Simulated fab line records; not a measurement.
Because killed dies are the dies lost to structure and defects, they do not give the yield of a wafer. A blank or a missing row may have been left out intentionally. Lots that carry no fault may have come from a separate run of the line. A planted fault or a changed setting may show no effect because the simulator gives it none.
fab line records	flow sky130	part 2 of 2: steps 33 to 41 of 41
[record] lots = 5	wafers = 15	last_day = 49
route steps=708 shown LDD_HVN@269 LDD_HVP@278 LDD_LDN@289 SPACER@304 POLY_CUT@307
lots untouched by any fault: they come from a run of this same line in which no faults occurred
start_h: the number of hours between the record's first day and the start of the first shown wafer of the lot	wait_h: how many hours have passed since the lot's step before this one	" the same as in the row above	L1.1+2: one row covering several wafers at once	- no value, or no start given	* or withheld: withheld	< > ~ a bound
route shown NAME@n: a module of which the file shows steps, and the number in the route of the first	usual: mean/standard deviation taken from wafers without a fault	same: alike in all rows	chamber/n: place in a boat	sites: each site's reading	_std_site: the standard deviation of these	_edge_site: the outer-site mean with the inner-site mean subtracted	radius_mm: for every site, how far away it sits from the centre of the wafer	mask NAME#n: copy n	behind: tool/chamber where the wafer was last shaped	hold: cause of the lot's hold/its duration in hours/its outcome	device: which transistor (n, p or np) failed to switch	end of line: the tests these same wafers got at the end of their route	a step given without rows: its recipe and nothing more	killed: at the first sort, the dies lost to defects and structure; wafer yield is something else	map: a wafer's dies, x killed, . not, _ none there
set.NAME: the run value of the setting; set.NAME@STEP: its run value at that earlier step	model.NAME: the simulator's own value behind a step, which no gauge read
lots seen at some steps along the route; tables by step, rows by wafer
services: a tool's chamber out of use, with start hour (start_h, from the record's first day; less than 0 if before it), hours out, and reason
[[steps]]
[step SKY_LDD_LDN_STRIP_12]
[recipe] chemistry = O2/N2	power_w = 1400	pressure_mtorr = 1500	platen_temp_c = withheld	o2_flow_sccm = 3000	n2_flow_sccm = 300	overash_fraction = 0.5
[usual] drypump_motor_current_A = 5.9/0.36	n2_flow_sccm = 299.9/0.87	oes_product_au = 0.716/0.0042	strip_time_to_endpoint_s = 14.19/0.035
lot.wafer	tool	chamber	start_h	wait_h	drypump_motor_current_A	n2_flow_sccm	oes_product_au	rf_hours_counter_h	strip_time_to_endpoint_s
L081.3	plasma_asher-01	1	582.46	0.1	6.1	300.6	0.712	-	14.18
L081.4	"	0	"	"	5.1	299.6	0.716	-	14.15
L081.6	"	1	"	"	6.1	300.0	0.711	-	14.20
L085.2	plasma_asher-02	1	613.58	0.1	6.2	299.9	0.714	46	14.20
L085.3	"	1	"	"	6.1	299.7	0.717	-	14.19
L085.6	"	1	"	"	6.1	301.2	0.716	-	14.21
L087.4	plasma_asher-04	1	634.95	0.1	6.3	301.1	0.716	-	14.15
L087.5	"	0	"	"	5.9	299.4	0.707	-	14.20
L087.6	"	1	"	"	6.3	300.1	0.715	-	14.16
L089.2	plasma_asher-01	1	650.33	0.1	6.1	300.9	0.727	96	14.11
L089.4	"	1	"	"	6.1	300.1	0.719	-	14.16
L089.5	"	1	"	"	6.1	300.2	0.707	-	14.17
L094.1	plasma_asher-02	1	689.56	0.1	6.2	300.0	0.716	53	14.25
L094.2	"	0	"	"	6.0	297.9	0.717	53	14.19
L094.3	"	1	"	"	6.1	299.8	0.720	-	14.24
[step SKY_LDD_LDN_TW_MEAS_13]
[usual] LDD_LDN_TW = 1483/12
lot.wafer	tool	chamber	start_h	wait_h	LDD_LDN_TW
L081.3	film_metro-03	-	582.55	0.1	1484
L081.4	"	-	"	"	1479
L081.6	"	-	"	"	1483
L085.2	film_metro-01	-	613.69	0.1	1456
L085.3	"	-	"	"	1460
L085.6	"	-	"	"	1462
L087.4	film_metro-03	-	635.05	0.1	1489
L087.5	"	-	"	"	1491
L087.6	"	-	"	"	1495
L089.2	film_metro-03	-	650.44	0.1	1478
L089.4	"	-	"	"	1479
L089.5	"	-	"	"	1481
L094.1	film_metro-03	-	689.66	0.1	1489
L094.2	"	-	"	"	1497
L094.3	"	-	"	"	1486
[step SKY_LDD_LDN_CLEAN_14]
[recipe] chemistry = SC1/SC2	mix = 1:4:20	temp_c = 70	time_s = 150	dry = n2_spin
[usual] temp_c = 70.00/0.12
lot.wafer	tool	chamber	start_h	wait_h	temp_c
L081.3	wet_bench-04	2	582.59	0.0	69.99
L081.4	"	2	"	"	70.11
L081.6	"	2	"	"	70.15
L085.2	wet_bench-02	0	613.74	0.0	70.06
L085.3	"	0	"	"	70.08
L085.6	"	0	"	"	69.91
L087.4	wet_bench-04	1	635.08	0.0	70.12
L087.5	"	1	"	"	70.01
L087.6	"	1	"	"	69.95
L089.2	wet_bench-02	1	650.49	0.0	69.95
L089.4	"	1	"	"	69.89
L089.5	"	1	"	"	69.96
L094.1	wet_bench-02	0	689.72	0.1	70.08
L094.2	"	0	"	"	70.25
L094.3	"	0	"	"	70.22
[step SKY_SPACER_CVD_00]
[recipe] material = Si3N4	precursor = DCS/NH3	target_thk_nm = 43.1	temp_c = 770	time_s = 740	pressure_mtorr = 250
[usual] susceptor_temp_C = 770.0/0.33	zone_power_centre_pct = 12.0/0.84
lot.wafer	tool	chamber	start_h	wait_h	susceptor_temp_C	zone_power_centre_pct
L081.3	lpcvd-02	1	582.95	0.3	770.2	11.3
L081.4	"	1	"	"	770.1	11.1
L081.6	"	1	"	"	769.7	11.2
L085.2	lpcvd-02	0	613.79	0.0	770.2	13.0
L085.3	"	0	"	"	770.3	12.9
L085.6	"	0	"	"	770.4	13.1
L087.4	lpcvd-02	1	636.07	0.9	769.7	11.3
L087.5	"	1	"	"	770.3	11.4
L087.6	"	1	"	"	770.5	11.2
L089.2	lpcvd-02	0	650.54	0.0	769.4	13.0
L089.4	"	0	"	"	769.7	13.1
L089.5	"	0	"	"	769.8	13.0
L094.1	lpcvd-02	1	689.77	0.0	770.7	11.3
L094.2	"	1	"	"	770.2	11.2
L094.3	"	1	"	"	770.4	11.3
[step SKY_SPACER_THK_MEAS_01]
[recipe] reads = Si3N4_of_SPACER_CVD_00
[usual] SPACER_CVD_00_THK = 43.2/0.45
lot.wafer	tool	chamber	start_h	wait_h	SPACER_CVD_00_THK[nm]
L081.3	film_metro-01	-	584.18	0.0	43.5
L081.4	"	-	"	"	43.4
L081.6	"	-	"	"	43.3
L085.2	film_metro-01	-	615.01	0.0	43.3
L085.3	"	-	"	"	43.5
L085.6	"	-	"	"	43.5
L087.4	film_metro-01	-	637.31	0.0	43.4
L087.5	"	-	"	"	43.4
L087.6	"	-	"	"	43.3
L089.2	film_metro-01	-	652.36	0.0	43.2
L089.4	"	-	"	"	43.2
L089.5	"	-	"	"	43.0
L094.1	film_metro-02	-	690.98	0.0	42.9
L094.2	"	-	"	"	43.3
L094.3	"	-	"	"	43.0
[step SKY_SPACER_ETCHBACK_02]
[recipe] chemistry = CH3F/O2	target = Si3N4	stop_on = SiO2	source_w = 400	bias_w = 80	pressure_mtorr = 25	ch3f_flow_sccm = 40	O2_flow_sccm = 30	time_s = 46.7	target_depth_a = 450
[usual] drypump_motor_current_A = 5.6/0.37	oes_product_au = 0.855/0.0068	throttle_valve_pct = 10.563/0.0098
lot.wafer	tool	chamber	start_h	wait_h	drypump_motor_current_A	oes_product_au	rf_hours_counter_h	throttle_valve_pct
L081.3	rie_diel-04	2	584.22	0.0	5.4	0.860	6	10.540
L081.4	"	0	"	"	5.2	0.849	-	10.568
L081.6	"	2	"	"	5.4	0.852	-	10.571
L085.2	rie_diel-02	1	615.06	0.0	6.4	0.856	7	10.568
L085.3	"	0	"	"	5.5	0.857	6	10.574
L085.6	"	1	"	"	6.4	0.859	-	10.570
L087.4	rie_diel-02	2	637.36	0.0	4.9	0.856	-	10.566
L087.5	"	0	"	"	5.5	0.849	-	10.546
L087.6	"	3	"	"	5.6	0.859	-	10.560
L089.2	rie_diel-04	1	652.41	0.0	5.2	0.854	18	10.576
L089.4	"	3	"	"	5.3	0.861	2	10.562
L089.5	"	1	"	"	5.1	0.857	-	10.563
L094.1	rie_diel-04	1	691.04	0.1	5.1	0.843	19	10.564
L094.2	"	2	"	"	5.4	0.857	9	10.562
L094.3	"	3	"	"	5.3	0.851	2	10.585
[step SKY_POLY_CUT_DEHYDRATE_00]
[recipe] temp_c = 200	time_s = 60
lot.wafer	tool	chamber	start_h	wait_h
L081.3+4+6	litho_track-04	0	598.90	14.7
L085.2+3+6	litho_track-04	0	629.52	14.4
L087.4+5+6	litho_track-04	0	650.22	12.8
L089.2+4+5	litho_track-03	0	665.60	13.2
L094.1+2+3	litho_track-03	0	704.17	13.1
[step SKY_POLY_CUT_HMDS_01]
[recipe] prime_time_s = 60	prime_temp_c = 120
lot.wafer	tool	chamber	start_h	wait_h
L081.3+4+6	litho_track-04	0	599.05	0.1
L085.2+3+6	litho_track-04	0	629.67	0.1
L087.4+5+6	litho_track-04	0	650.37	0.1
L089.2+4+5	litho_track-03	0	665.75	0.1
L094.1+2+3	litho_track-03	0	704.32	0.1
[step SKY_POLY_CUT_COAT_02]
[recipe] resist = BARC	temp_c = withheld	time_s = withheld	spin_rpm = 3000	resist_thk_nm = 60
[usual] dispense_pressure_kPa = 50.7/1.4
lot.wafer	tool	chamber	start_h	wait_h	dispense_pressure_kPa
L081.3	litho_track-04	0	599.20	0.1	52.4
L081.4	"	0	"	"	52.4
L081.6	"	0	"	"	52.4
L085.2	litho_track-04	0	629.82	0.1	52.4
L085.3	"	0	"	"	52.4
L085.6	"	0	"	"	52.4
L087.4	litho_track-04	0	650.52	0.1	52.4
L087.5	"	0	"	"	52.4
L087.6	"	0	"	"	52.4
L089.2	litho_track-03	0	665.90	0.1	49.8
L089.4	"	0	"	"	49.8
L089.5	"	0	"	"	49.8
L094.1	litho_track-03	0	704.47	0.1	49.8
L094.2	"	0	"	"	49.8
L094.3	"	0	"	"	49.8
[[services]]
tool	chamber	start_h	hours	kind
rie_diel-04	-	485.64	0.5	repair
plasma_asher-01	-	502.01	3.6	repair
rie_diel-04	0	507.15	10.9	repair
plasma_asher-01	-	516.94	0.4	repair
rie_diel-04	-	523.39	4.3	pm
iline_stepper-02	-	528.51	1.3	repair
iline_stepper-01	-	534.74	8.9	pm
implanter-03	-	543.68	2.2	repair
rie_diel-02	1	544.25	7.3	repair
iline_stepper-02	-	590.30	1.7	pm
plasma_asher-02	-	598.25	2.5	repair
plasma_asher-01	-	621.47	2.8	pm
implanter-03	-	623.11	4.1	repair
iline_stepper-01	-	633.85	5.7	repair
implanter-02	-	648.66	7.0	repair
plasma_asher-03	-	653.01	2.8	pm
implanter-02	-	653.68	3.9	repair
implanter-03	-	655.55	4.4	repair
plasma_asher-01	-	660.06	4.3	repair
iline_stepper-02	-	664.63	0.5	repair
implanter-01	-	676.71	1.2	repair
rie_diel-04	-	679.23	0.2	repair
implanter-02	-	687.89	5.2	pm
iline_stepper-01	-	701.06	1.7	pm
